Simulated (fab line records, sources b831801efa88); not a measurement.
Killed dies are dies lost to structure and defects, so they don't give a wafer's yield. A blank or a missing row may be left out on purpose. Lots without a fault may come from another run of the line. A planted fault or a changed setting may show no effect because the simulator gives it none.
A struck lot beside a sound one | flow sky130 | 15 steps out of a route of 708
Sound: wafers L110.2, L110.3, L110.6. Struck: wafers L119.2, L119.4, L119.6. The cause comes at the end.
At each step with rows: each side's tool, then ch and its chambers, then its first start. Under that, the readings that differ: sound wafers | struck wafers | difference of the means | sigmas: that difference in standard deviations of wafers without a fault.
alike: readings whose means differ by less than 2 such deviations, and words and numbers that are the same on both sides. not compared: withheld readings, readings that some wafer has no value for, bounds like >300 that may hide the same value, and numbers for which the record gives no deviation and whose values overlap.
The two part at a step that has a row with sigmas, a row that says differs or no value, or rows on one side only. Numbers that don't overlap but have no deviation are shown without sigmas and don't part them. A reading that every wafer of one side lacks parts them only if that side has two wafers or more.

SKY_NWELL_THK_MEAS_02:
  sound on film_metro-03, day 2 13:08; struck on film_metro-04, day 4 10:37
  alike: NWELL_OXIDATION_THK
then, 8 steps without rows for these wafers: SKY_DNWELL_DEHYDRATE_00 (time 60 s); SKY_DNWELL_HMDS_01 (prime time 60 s); SKY_DNWELL_COAT_02 (resist thk 3000 nm); SKY_DNWELL_SOFTBAKE_03; SKY_DNWELL_EXPOSE_04 (exposes mask DNM, target cd 3000 nm); SKY_DNWELL_PEB_05; SKY_DNWELL_DEVELOP_06 (develop time 60 s); SKY_DNWELL_IMPLANT_07.
SKY_DNWELL_STRIP_08: strips in O2/N2.
  sound on plasma_asher-03 ch 0,1, day 3 04:40; struck on plasma_asher-04 ch 0,1, day 5 04:35
  reading               | sound             | struck            | difference | sigmas
  oes_product_au (a.u.) | 0.717 0.711 0.719 | 0.729 0.726 0.733 | +0.014     | +3
  alike: drypump_motor_current_A, n2_flow_sccm, strip_time_to_endpoint_s
  not compared: rf_hours_counter_h
SKY_DNWELL_TW_MEAS_09:
  sound on film_metro-02, day 3 04:47; struck on film_metro-02, day 5 04:42
  alike: DNWELL_TW
then, 1 step without rows for these wafers: SKY_PWDE_DEHYDRATE_00 (time 60 s).
SKY_PWDE_HMDS_01: prime time 60 s.
  sound on litho_track-01 ch 0, day 3 12:33; struck on litho_track-03 ch 0, day 5 13:31
  reading          | sound                | struck               | difference | sigmas
  prime_temp_c (C) | 119.75 120.00 119.89 | 119.05 119.10 118.91 | -0.86      | -6
then, 1 step without rows for these wafers: SKY_PWDE_COAT_02 (resist thk 3000 nm).
-- the record jumps here: 43 days lie between the struck wafers' starts before and after (it left off in module PWDE and takes up again in module PAD_OPEN, whose first step shown is number 708 of the route) --
SKY_PAD_OPEN_PROBE_99:
  sound on prober-02, day 45 19:30; struck on prober-02, day 48 03:34
  alike: killed_at_M0_to_M3, killed_at_M4_up, killed_at_contacts, killed_at_front_end, killed_at_other, killed_dies, killed_open, killed_short

WHERE THEY PART
First at SKY_DNWELL_STRIP_08; last, within this record, at SKY_PWDE_HMDS_01. Later steps at which nothing parts them and some readings are alike: SKY_PAD_OPEN_PROBE_99.

WHY: what the simulator had put in
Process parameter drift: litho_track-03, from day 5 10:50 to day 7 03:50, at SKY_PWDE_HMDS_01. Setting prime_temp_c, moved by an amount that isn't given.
